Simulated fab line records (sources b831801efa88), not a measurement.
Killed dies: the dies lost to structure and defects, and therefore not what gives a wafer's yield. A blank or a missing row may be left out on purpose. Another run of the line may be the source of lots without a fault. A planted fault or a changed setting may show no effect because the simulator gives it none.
The tool behind it: which one? -- flow gf180mcu -- 12 lots with 36 wafers sampled at 3 steps, on a route of 602 steps

WHAT EACH GAUGE READ, for each wafer
GF_PSD_RS_MEAS_14: uses a four-point probe to measure.
lot,measured,on,NSD_RS (ohm/sq)
L185,day 14 04:14,film_metro-04,46.13 46.29 46.24
L186,day 14 13:35,film_metro-01,46.24 46.25 46.17
L187,day 14 21:07,film_metro-01,46.15 46.33 46.21
L195,day 17 13:50,film_metro-01,46.17 46.12 46.14
L196,day 17 21:37,film_metro-04,46.14 46.10 46.21
L198,day 18 11:38,film_metro-04,47.79 47.63 47.73
L199,day 18 23:05,film_metro-02,47.77 47.76 47.84
L203,day 20 11:41,film_metro-02,46.10 46.12 46.08
L205,day 21 06:07,film_metro-04,46.09 46.19 46.14
L206,day 21 21:22,film_metro-01,46.18 46.27 46.24
L208,day 22 06:58,film_metro-02,45.94 45.96 46.10
L207,day 22 09:19,film_metro-01,46.27 46.23 46.22

GF_PSD_RS_MEAS_15: uses a four-point probe to measure.
lot,measured,on,PSD_RS (ohm/sq)
L185,day 14 04:22,film_metro-04,108.6 108.7 108.9
L186,day 14 13:42,film_metro-01,108.6 108.3 108.4
L187,day 14 21:14,film_metro-01,108.8 108.8 108.8
L195,day 17 13:57,film_metro-01,108.7 108.9 108.6
L196,day 17 21:44,film_metro-04,108.5 108.7 109.1
L198,day 18 11:46,film_metro-04,116.3 116.4 116.1
L199,day 18 23:13,film_metro-02,116.8 116.6 116.8
L203,day 20 11:49,film_metro-02,108.4 108.6 108.1
L205,day 21 06:14,film_metro-04,108.8 108.9 108.4
L206,day 21 21:29,film_metro-01,108.7 108.7 108.8
L208,day 22 07:05,film_metro-02,107.6 108.0 108.0
L207,day 22 09:26,film_metro-01,108.7 108.7 108.9

EACH LOT AND THE TOOL THAT RAN IT (in order: tool; ch and the chambers of the sampled wafers; start)
lot,GF_PSD_RTA_13
L185,"rtp_anneal-02 ch 0, day 14 04:09"
L186,"rtp_anneal-02 ch 0, day 14 13:29"
L187,"rtp_anneal-02 ch 0, day 14 20:57"
L195,"rtp_anneal-02 ch 0, day 17 13:44"
L196,"rtp_anneal-02 ch 0, day 17 21:32"
L198,"rtp_anneal-02 ch 0, day 18 11:33"
L199,"rtp_anneal-02 ch 0, day 18 22:55"
L203,"rtp_anneal-01 ch 0, day 20 11:36"
L205,"rtp_anneal-02 ch 0, day 21 06:01"
L206,"rtp_anneal-02 ch 0, day 21 21:17"
L208,"rtp_anneal-02 ch 0, day 22 06:53"
L207,"rtp_anneal-01 ch 0, day 22 09:13"
- GF_PSD_RTA_13: time 20 s.

AS READ BY THE TOOLS THEMSELVES (means over the sampled wafers that have a number; for cases with no such wafer, the mark the record gives instead)
GF_PSD_RTA_13.
lot,tool,lamp_power_pct (%),wafer_temp_C_max
L185,rtp_anneal-02,30.0,1033.7
L186,rtp_anneal-02,30.0,1033.8
L187,rtp_anneal-02,30.0,1032.9
L195,rtp_anneal-02,30.0,1033.7
L196,rtp_anneal-02,30.0,1033.2
L198,rtp_anneal-02,29.0,1022.3
L199,rtp_anneal-02,29.0,1020.7
L203,rtp_anneal-01,31.5,1027.9
L205,rtp_anneal-02,30.0,1034.4
L206,rtp_anneal-02,30.0,1033.6
L208,rtp_anneal-02,30.0,1033.9
L207,rtp_anneal-01,31.5,1029.0

THE ANSWER, worked out from the rows above alone
Rule: what is usual is taken from the lots themselves. The widest of any qualifying gaps counts: lots, ordered by their means at a reading, are off when they make up no more than a third of the lots, leave a main group of 4 or more, and stand apart from it by 3 or more times the standard deviation of that group's means. The tables above print the reading to a certain number of digits; a main group whose means all agree to those digits is not used. A lot without any number at a reading at which 4 lots or more have one is off too. Where the step has rows for the other lots, those lots are counted as sound. Order of review: gauges by route order, followed by the tools' own readings, for which a lot's mean as printed above is used. At the first step where some lot is off, the reading lying furthest off is the one used; lots without a number count as furthest.
Off: L198, L199, at GF_PSD_RS_MEAS_14 (NSD_RS). Mean 46.17 ohm/sq and standard deviation 0.073 in the main group.
If a tool, at a process step before that reading, ran all the lots that are off and no sound lot after the first of them, it fits. The gauges at GF_PSD_RS_MEAS_14 aren't tried: what is off there is off at GF_PSD_RTA_13 too, on other tools, and a gauge's error can't cause that. None of those tried fits.

WHAT WAS PUT IN BY THE SIMULATOR
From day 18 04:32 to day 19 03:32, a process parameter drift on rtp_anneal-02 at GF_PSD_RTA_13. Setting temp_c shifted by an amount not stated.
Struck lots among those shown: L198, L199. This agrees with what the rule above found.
